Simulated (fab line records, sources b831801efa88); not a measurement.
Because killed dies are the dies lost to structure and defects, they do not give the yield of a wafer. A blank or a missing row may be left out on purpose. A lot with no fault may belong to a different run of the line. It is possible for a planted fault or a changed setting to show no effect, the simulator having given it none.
Chamber matching + flow sfq-line + SFQ_TRILAYER_I5_ETCH_VIA_ETCH_147 on rie-diel-03 has 4 sister chambers
The step etches the open film in CHF3, stops on Nb, target depth 360 nm. 8 wafers are shown with their chamber, then 8 later ones without.

== EACH WAFER AND ITS CHAMBER ==
| wafer  | chamber | drypump-motor-current-A (A) | oes-product-au (a.u.) |
|--------|---------|-----------------------------|-----------------------|
| L902.1 | 1       | 5.4                         | 0.990                 |
| L902.2 | 2       | 5.7                         | 0.990                 |
| L905.1 | 1       | 5.4                         | 0.990                 |
| L905.5 | 2       | 5.8                         | 0.990                 |
| L907.2 | 3       | 5.9                         | 0.995                 |
| L907.4 | 0       | 4.8                         | 0.983                 |
| L907.6 | 3       | 5.9                         | 0.989                 |
| L910.1 | 0       | 4.8                         | 0.985                 |

== WAFERS WITH NO CHAMBER GIVEN ==
| wafer  | drypump-motor-current-A (A) | oes-product-au (a.u.) |
|--------|-----------------------------|-----------------------|
| L910.4 | 5.8                         | 0.987                 |
| L910.6 | 5.4                         | 0.979                 |
| L911.2 | 4.7                         | 0.982                 |
| L911.3 | 5.9                         | 0.987                 |
| L911.5 | 5.9                         | 1.000                 |
| L915.1 | 5.7                         | 0.984                 |
| L915.3 | 5.4                         | 0.976                 |
| L915.5 | 5.9                         | 0.993                 |

== EACH ONE'S CHAMBER ==
| wafer  | from the rows above     | in truth |
|--------|-------------------------|----------|
| L910.4 | can't be placed: 2 or 3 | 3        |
| L910.6 | 1                       | 1        |
| L911.2 | 0                       | 0        |
| L911.3 | 3                       | 3        |
| L911.5 | 3                       | 3        |
| L915.1 | 2                       | 2        |
| L915.3 | 1                       | 1        |
| L915.5 | 3                       | 3        |
Placed correctly: 7 of 8. Not placeable from these rows: 1 (in 1, the candidates include the true chamber). Wrongly placed: 0.
How it was worked out, from the rows above alone: a wafer's distance from a chamber is the root of the sum, over the readings, of the square of ((its reading less the chamber's mean) divided by the reading's scatter). The wafer belongs to the nearest chamber; if the next one is less than 2 further off, it can't be placed. Each chamber's mean is taken over the wafers shown for it. How the scatter is found: for the shown wafers, subtract from each reading the mean of its chamber, square and add these, divide the total by (wafers less chambers), then take the root.
